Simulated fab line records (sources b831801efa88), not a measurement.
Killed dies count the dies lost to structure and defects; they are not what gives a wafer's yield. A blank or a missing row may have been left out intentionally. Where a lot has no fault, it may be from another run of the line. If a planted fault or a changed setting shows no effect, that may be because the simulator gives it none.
Which tool is to blame? ; flow gf180mcu ; 14 lots, 42 wafers sampled, at 5 steps of a route of 602

## WHAT THE GAUGES SHOWED, per wafer
GF_HV_LDD_TW_MEAS_23.
lot;measured;on;HV_LDD_2_TW
L857;day 10 17:42;film metro-02;1033 1033 1036
L858;day 11 03:41;film metro-01;1057 1061 1055
L859;day 11 09:24;film metro-02;1027 1033 1027
L861;day 11 22:04;film metro-02;1031 1030 1031
L863;day 12 14:03;film metro-03;1037 1039 1036
L864;day 13 01:10;film metro-01;1065 1065 1064
L865;day 13 07:18;film metro-02;1034 1027 1028
L866;day 13 17:24;film metro-01;1064 1073 1066
L872;day 15 14:27;film metro-02;1002 1002 1006
L874;day 16 04:09;film metro-03;1001 1007 1000
L877;day 17 00:45;film metro-01;1063 1067 1065
L878;day 17 13:09;film metro-01;1071 1064 1071
L879;day 17 20:45;film metro-03;1040 1037 1032
L880;day 18 07:51;film metro-03;1030 1037 1034

GF_NSD_TW_MEAS_12.
lot;measured;on;NSD_TW
L857;day 13 05:32;film metro-04;4194 4178 4188
L858;day 13 17:20;film metro-03;4171 4170 4185
L859;day 14 00:59;film metro-03;4198 4193 4169
L861;day 14 15:29;film metro-04;4201 4187 4206
L863;day 15 08:24;film metro-01;4255 4252 4276
L864;day 15 20:34;film metro-01;4292 4280 4257
L865;day 16 03:23;film metro-03;4163 4170 4150
L866;day 16 14:56;film metro-03;4173 4150 4168
L872;day 18 15:27;film metro-01;4257 4261 4272
L874;day 19 05:47;film metro-04;4165 4148 4143
L877;day 20 03:41;film metro-03;4219 4229 4212
L878;day 20 16:56;film metro-04;4188 4216 4174
L879;day 21 01:17;film metro-01;4265 4269 4271
L880;day 21 11:38;film metro-01;4289 4278 4306

GF_SAB_OVL_MEAS_10.
lot;measured;on;SAB_OVL (nm)
L857;day 14 23:53;overlay-02;0.0 0.7 1.0
L858;day 15 11:34;overlay-02;-0.4 -0.8 0.3
L859;day 15 20:40;overlay-02;-1.0 -0.7 0.8
L861;day 16 11:30;overlay-01;-0.9 -0.5 0.3
L863;day 17 05:04;overlay-02;0.6 2.2 0.5
L864;day 17 19:19;overlay-01;0.8 -0.2 0.8
L865;day 18 01:55;overlay-01;-0.5 -0.6 -1.8
L866;day 18 14:25;overlay-02;4.3 4.3 5.0
L872;day 20 16:43;overlay-02;0.3 0.3 -0.8
L874;day 21 06:15;overlay-02;-1.5 -0.8 0.2
L877;day 22 03:48;overlay-02;3.4 3.4 3.2
L878;day 22 16:45;overlay-01;0.3 -0.8 -0.5
L879;day 23 00:40;overlay-02;1.6 3.8 0.8
L880;day 23 09:46;overlay-01;-0.2 1.1 -0.5

GF_CONTACT_THK_MEAS_01.
lot;measured;on;CONTACT_CVD_00_THK (nm)
L857;day 15 00:51;film metro-03;297 302 299
L858;day 15 12:31;film metro-02;295 292 295
L859;day 15 21:38;film metro-02;292 295 302
L861;day 16 12:29;film metro-02;301 309 307
L863;day 17 06:04;film metro-03;305 298 297
L864;day 17 20:17;film metro-02;301 304 299
L865;day 18 02:52;film metro-02;304 303 303
L866;day 18 15:38;film metro-01;301 300 298
L872;day 20 17:40;film metro-03;298 295 298
L874;day 21 07:15;film metro-01;297 295 294
L877;day 22 04:45;film metro-01;299 300 302
L878;day 22 17:50;film metro-01;295 298 297
L879;day 23 01:36;film metro-02;302 298 302
L880;day 23 10:49;film metro-02;297 299 298

## TOOL THAT RAN EACH LOT (tool first, then ch and the chambers of the sampled wafers, then the start)
lot;GF_HV_LDD_IMPLANT_21
L857;implanter-04 ch 0, day 10 17:27
L858;implanter-04 ch 0, day 11 03:26
L859;implanter-04 ch 0, day 11 09:09
L861;implanter-03 ch 0, day 11 21:49
L863;implanter-03 ch 0, day 12 13:48
L864;implanter-03 ch 0, day 13 00:57
L865;implanter-01 ch 0, day 13 07:03
L866;implanter-04 ch 0, day 13 17:09
L872;implanter-01 ch 0, day 15 14:12
L874;implanter-01 ch 0, day 16 03:54
L877;implanter-03 ch 0, day 17 00:30
L878;implanter-03 ch 0, day 17 12:54
L879;implanter-03 ch 0, day 17 20:29
L880;implanter-04 ch 0, day 18 07:36
- GF_HV_LDD_IMPLANT_21

## AS READ BY THE TOOLS THEMSELVES (means over the sampled wafers that have a number; for cases with no such wafer, the mark the record gives instead)
GF_HV_LDD_IMPLANT_21.
lot;tool;dose ions cm2;faraday current uA
L857;implanter-04;5.001e+13;281
L858;implanter-04;5.003e+13;281
L859;implanter-04;5.006e+13;283
L861;implanter-03;5.002e+13;284
L863;implanter-03;4.999e+13;281
L864;implanter-03;4.999e+13;289
L865;implanter-01;4.994e+13;285
L866;implanter-04;4.998e+13;279
L872;implanter-01;4.519e+13;255
L874;implanter-01;4.520e+13;259
L877;implanter-03;4.999e+13;277
L878;implanter-03;4.993e+13;286
L879;implanter-03;5.004e+13;284
L880;implanter-04;5.006e+13;289

## THE ANSWER, worked out from the rows above alone
Rule: usual is defined by the lots themselves. Put in order of their means at a reading, lots are off if they are a third of the lots or fewer, leave a main group of 4 or more, and stand apart from it by a gap of 3 or more times the standard deviation of the main group's means; of several such gaps the widest counts. A main group whose means are all the same, to the digits that the tables above print for the reading, isn't used. Also off: a lot with no number at a reading for which 4 or more lots have one. Any other lot the step has rows for is counted as sound. The gauges are gone through in route order, then the tools' own readings, and for those a lot's mean is taken as printed above. The first step at which some lot is off is used, and at that step the reading that is off furthest; a lot without a number counts as furthest.
Off: L872, L874 (GF_HV_LDD_IMPLANT_21, dose ions cm2). Mean 5.000e+13 and standard deviation 4e+10 in the main group.
If a tool, at that step or one of the process steps before it, ran each lot that is off and ran no sound lot following the first of them, it fits. One fits: implanter-01 at GF_HV_LDD_IMPLANT_21. A fault onset in the window from L865 (day 13 07:03, its last sound lot) to L872 (day 15 14:12, its first lot off) fits.
The tool's own readings at GF_HV_LDD_IMPLANT_21 bear it out: on the lots that are off they differ by more than 5 times the standard deviation of the sound lots' means. dose ions cm2 reads 4.520e+13 there against 5.000e+13 on the sound lots; faraday current uA reads 257 there against 283 on the sound lots.

## WHAT THE SIMULATOR PUT IN
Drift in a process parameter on implanter-01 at GF_HV_LDD_IMPLANT_21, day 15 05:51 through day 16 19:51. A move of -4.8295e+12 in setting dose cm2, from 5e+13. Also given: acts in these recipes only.
Lots struck among those shown: L872, L874. Same finding as the rule above.
